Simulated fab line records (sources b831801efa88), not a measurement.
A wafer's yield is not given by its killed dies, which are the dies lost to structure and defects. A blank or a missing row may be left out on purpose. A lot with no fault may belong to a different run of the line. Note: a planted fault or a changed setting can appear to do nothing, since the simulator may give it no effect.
Shared-tool check	flow gf180mcu	Sampled: 12 lots, 36 wafers

== WHAT PROMPTED THE OPENING ==
At GF_V4_CD_MEAS_14 the reading cd nm is flagged on 2 of 12 lots. Wafers without a fault read 260.5 nm, standard deviation 1.2.
Rule: a lot gets a flag if all its wafers with a number sit over 4 standard deviations from that mean, or if no wafer of it has a number. The rest of the lots are taken to be sound.

lot	measured	on	cd nm (nm), wafer by wafer	flag
L869	day 25 11:52	cd sem-01	261.3 261.1 260.6	
L868	day 25 13:08	cd sem-01	260.8 261.2 260.2	
L870	day 25 22:50	cd sem-02	259.7 259.5 260.0	
L874	day 27 06:07	cd sem-02	260.9 261.1 261.7	
L876	day 27 17:05	cd sem-01	259.0 260.6 260.5	
L877	day 28 04:45	cd sem-01	260.1 259.1 259.8	
L878	day 28 07:26	cd sem-01	250.2 250.2 251.0	FLAGGED
L879	day 28 08:56	cd sem-01	249.1 248.9 248.2	FLAGGED
L884	day 29 19:34	cd sem-01	261.2 261.7 262.4	
L886	day 30 10:24	cd sem-01	258.2 257.9 258.4	
L888	day 30 22:38	cd sem-01	260.6 261.1 259.7	
L889	day 31 05:23	cd sem-02	259.5 259.8 259.9	
The numbers of the flagged lots are 249.6 nm on average: -10.9 nm against the usual, or -9 standard deviations.

== WHICH TOOL RAN EACH LOT ==
The record holds 2 process steps before the reading, out of a route of 602 steps. In each cell: the tool, then ch and the chambers that the sampled wafers went through, then the start.
lot	flag	GF_STI_CMP_25	GF_V4_PEB_12
L869		cmp-01 ch 0,2,3, day 2 19:37	litho track-01 ch 0, day 25 11:33
L868		cmp-02 ch 0,1,2, day 2 16:02	litho track-01 ch 0, day 25 12:47
L870		cmp-02 ch 1,2,3, day 2 23:50	litho track-03 ch 0, day 25 22:29
L874		cmp-02 ch 1,3, day 3 22:03	litho track-04 ch 0, day 27 05:47
L876		cmp-02 ch 0,2, day 4 06:31	litho track-04 ch 0, day 27 16:45
L877		cmp-01 ch 2,3, day 4 12:07	litho track-01 ch 0, day 28 04:25
L878	FLAGGED	cmp-02 ch 2,3, day 4 17:15	litho track-03 ch 0, day 28 07:08
L879	FLAGGED	cmp-01 ch 0,1, day 4 21:58	litho track-03 ch 0, day 28 08:35
L884		cmp-01 ch 0,2,3, day 6 01:11	litho track-04 ch 0, day 29 19:13
L886		cmp-02 ch 1,2, day 6 10:35	litho track-01 ch 0, day 30 10:04
L888		cmp-02 ch 2,3, day 6 21:17	litho track-01 ch 0, day 30 22:17
L889		cmp-01 ch 0,2,3, day 7 02:01	litho track-03 ch 0, day 31 05:02
What is done by these steps:
- GF_STI_CMP_25: polishes, stops on Si3N4, t overpolish 33 s, target thk 524.6 nm.
- GF_V4_PEB_12: peb time 90 s.
- GF_V4_CD_MEAS_14: target cd 260 nm.

== FLAGGED AGAINST TOTAL, ONE TOOL AT A TIME (gauges that did the reading follow at the end) ==
step	tool	lots run	flagged	share of the flagged lots	sound lots run after its first flagged lot
GF_STI_CMP_25	cmp-01	5	1	some	2 (L884,L889)
GF_STI_CMP_25	cmp-02	7	1	some	2 (L886,L888)
GF_V4_PEB_12	litho track-01	5	0	none	-
GF_V4_PEB_12	litho track-03	4	2	all	1 (L889)
GF_V4_PEB_12	litho track-04	3	0	none	-
GF_V4_CD_MEAS_14	cd sem-01	9	2	all	3 (L884,L886,L888)
GF_V4_CD_MEAS_14	cd sem-02	3	0	none	-

== WHAT THE TABLE ALLOWS ==
Table rows that saw every flagged lot: 2, namely litho track-03 at GF_V4_PEB_12 and cd sem-01 at GF_V4_CD_MEAS_14.
- litho track-03 at GF_V4_PEB_12: 2 of its 4 lots flagged. After the first flagged lot (L889), sound lots still ran on it; a lasting fault on the whole tool would not permit that. Its own readings (heater power total W) fall more than 4 standard deviations out on all wafers of the flagged lots.
- cd sem-01 at GF_V4_CD_MEAS_14: 2 of its 9 lots flagged. After the first flagged lot (L884, L886, L888), sound lots still ran on it; a lasting fault on the whole tool would not permit that.
No row of the table ran every flagged lot and no sound lot after the first.

== WHAT HAD BEEN PUT IN BY THE SIMULATOR ==
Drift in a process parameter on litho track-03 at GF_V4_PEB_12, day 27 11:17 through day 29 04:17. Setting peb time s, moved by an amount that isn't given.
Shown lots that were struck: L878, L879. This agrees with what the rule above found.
